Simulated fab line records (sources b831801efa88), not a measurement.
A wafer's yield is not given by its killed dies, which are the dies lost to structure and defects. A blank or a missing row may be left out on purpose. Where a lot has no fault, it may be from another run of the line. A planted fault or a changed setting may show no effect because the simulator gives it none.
Comparing a struck lot with a sound one -- flow sky130 -- 33 out of 708 route steps
Sound: these wafers, L564.2, L564.4, L564.5. The struck wafers were L577.2, L577.4, L577.5. At the end, the cause is stated.
Order at every step that has rows: each side's tool, ch and its chambers, its first start. Under that, the readings that differ: sound wafers -- struck wafers -- difference of the means -- sigmas: that difference in standard deviations of wafers without a fault.
alike: a reading whose means differ by less than 2 such deviations, as well as words and numbers matching on both sides. not compared: withheld readings; readings where some wafer has no value; bounds like >300 that might hide an equal value; numbers whose values overlap and for which the record gives no deviation.
A row with sigmas, a row that says differs or no value, or rows on one side alone: a step with any of these is where the two part. When numbers do not overlap yet have no deviation, they are printed without sigmas and do not part them. A reading missing from all wafers of one side parts the sides only when that side holds two or more wafers.

SKY_METAL3_CD_MEAS_13: the cd target is 300 nm.
  struck on cd sem-02, day 43 07:22; sound on cd sem-01, day 39 09:05
  alike: cd nm
SKY_METAL3_OVL_MEAS_14:
  struck on overlay-01, day 43 07:28; sound on overlay-02, day 39 09:12
  alike: METAL3_OVL
SKY_METAL3_DESCUM_15: chemistry O2, time 8 s.
  sound on rie metal-03 ch 0,1, day 39 09:14; struck on rie metal-04 ch 0,1, day 43 07:30
  alike: drypump motor current A, oes product au
  not compared: rf hours counter h
SKY_METAL3_ETCH_16: etches BARC in N2/H2, stops on SiO2, time 88.2 s, target depth 60 nm.
  sound on rie metal-03 ch 0,1, day 39 09:16; struck on rie metal-04 ch 0,1, day 43 07:32
  alike: drypump motor current A, oes product au, throttle valve pct
  not compared: rf hours counter h
SKY_METAL3_ETCH_17: etches SiO2 in C4F8/O2/Ar, stops on TiN, time 3.9 s, target depth 15 nm.
  sound on rie diel-01 ch 0,1, day 39 09:22; struck on rie diel-01 ch 1,2, day 43 07:38
  alike: oes product au
then, 1 step without rows for these wafers: SKY_METAL3_METAL_ETCH_18 (etches the open film in Cl2/BCl3, stops on SiO2, target depth 845 nm, time 183.1 s).
SKY_METAL3_STRIP_19: strips in O2/N2.
  sound on plasma asher-04 ch 0, day 39 09:34; struck on plasma asher-01 ch 1, day 43 07:49
  alike: drypump motor current A, oes product au, strip time to endpoint s
  not compared: rf hours counter h
then, 4 steps without rows for these wafers: SKY_METAL3_STRIP_20 (strips in post etch residue remover, time 1200 s); SKY_METAL3_CLEAN_21 (cleans in IPA, time 180 s); SKY_METAL3_CLEAN_22 (cleans in O3/DIW); SKY_VIA3_HDPCVD_00 (deposits SiO2, target thk 1635 nm, time 272.5 s).
SKY_VIA3_THK_MEAS_01:
  struck on film metro-02, day 43 08:38; sound on film metro-02, day 39 10:23
  alike: VIA3_HDPCVD_THK
SKY_VIA3_CMP_02: polishes SiO2.
  sound on cmp-02 ch 0,1,3, day 39 10:32; struck on cmp-02 ch 0,1,2, day 43 08:47
  no value came back on the struck wafers for edge zone pressure frac, head pressure psi (psi), motor current A (A); on the sound wafers edge zone pressure frac reads 1.005 0.995 1.002
reading,sound,struck,difference,sigmas
model.SiO2_of_VIA3_HDPCVD_00.thk nm (nm),465.1 466.2 465.6,1634 1613 1625,+1158,
SKY_VIA3_BOW_MEAS_03:
  struck on film metro-04, day 43 09:00; sound on film metro-03, day 39 10:45
reading,sound,struck,difference,sigmas
VIA3_BOW (um),79 78 86,143 140 159,+66,+8
then, 8 steps without rows for these wafers: SKY_VIA3_DEHYDRATE_04 (time 60 s); SKY_VIA3_HMDS_05 (prime time 60 s); SKY_VIA3_COAT_06 (resist thk 60 nm); SKY_VIA3_COAT_07 (resist thk 450 nm); SKY_VIA3_SOFTBAKE_08 (time 90 s); SKY_VIA3_EXPOSE_09 (exposes mask VIM3, target cd 200 nm); SKY_VIA3_PEB_10; SKY_VIA3_DEVELOP_11 (develop time 60 s).
SKY_VIA3_CD_MEAS_12: the cd target is 200 nm.
  struck on cd sem-02, day 44 06:07; sound on cd sem-01, day 40 11:17
  alike: cd nm
SKY_VIA3_OVL_MEAS_13:
  struck on overlay-02, day 44 06:14; sound on overlay-02, day 40 11:24
  alike: VIA3_OVL
SKY_VIA3_ETCH_14: etches BARC in N2/H2, stops on SiO2, time 45.9 s, target depth 60 nm.
  sound on rie diel-03 ch 0,2,3, day 40 11:26; struck on rie diel-04 ch 0,2, day 44 06:16
  alike: drypump motor current A, oes product au, throttle valve pct
  not compared: rf hours counter h
SKY_VIA3_ETCH_15: etches SiO2 in C4F8/O2/Ar, stops on TiN, target depth 507 nm, time 78 s.
  sound on rie diel-03 ch 0,2,3, day 40 11:28; struck on rie diel-04 ch 0,2, day 44 06:18
reading,sound,struck,difference,sigmas
oes product au (a.u.),0.947 0.955 0.948,1.659 1.579 1.643,+0.677,+99 or more
model.VIA3.feature depth nm (nm),465.1 466.2 465.6,518 487.5 514.9,+41,
model.etch.depth nm (nm),465.1 466.2 465.6,518 487.5 514.9,+41,
  not compared: rf hours counter h
then, 6 steps without rows for these wafers: SKY_VIA3_STRIP_16 (strips in O2/N2); SKY_VIA3_STRIP_17 (strips in post etch residue remover, time 1200 s); SKY_VIA3_CLEAN_18 (cleans in IPA, time 180 s); SKY_VIA3_CLEAN_19 (cleans in O3/DIW); SKY_VIA3_SPUTTER_20 (material TiN, target thk 20 nm, time 80 s); SKY_VIA3_CVD_21 (deposits W, target thk 390 nm, time 117.31 s).
SKY_VIA3_CMP_24: polishes, stops on SiO2, t overpolish 20 s, target thk 0 nm.
  sound on cmp-01 ch 0,2, day 40 13:06; struck on cmp-01 ch 1,2,3, day 44 07:22
reading,sound,struck,difference,sigmas
model.SiO2_of_VIA3_HDPCVD_00.thk nm (nm),460.7 461.8 461.2,1630 1609 1621,+1159,
  alike: edge zone pressure frac, head pressure psi, motor current A

## WHERE THEY PART
Last at SKY_VIA3_ETCH_15 as far as this record goes, first at SKY_VIA3_CMP_02. Later steps at which nothing parts them and some readings are alike: SKY_VIA3_CMP_24.

WHY: whatever the simulator had introduced
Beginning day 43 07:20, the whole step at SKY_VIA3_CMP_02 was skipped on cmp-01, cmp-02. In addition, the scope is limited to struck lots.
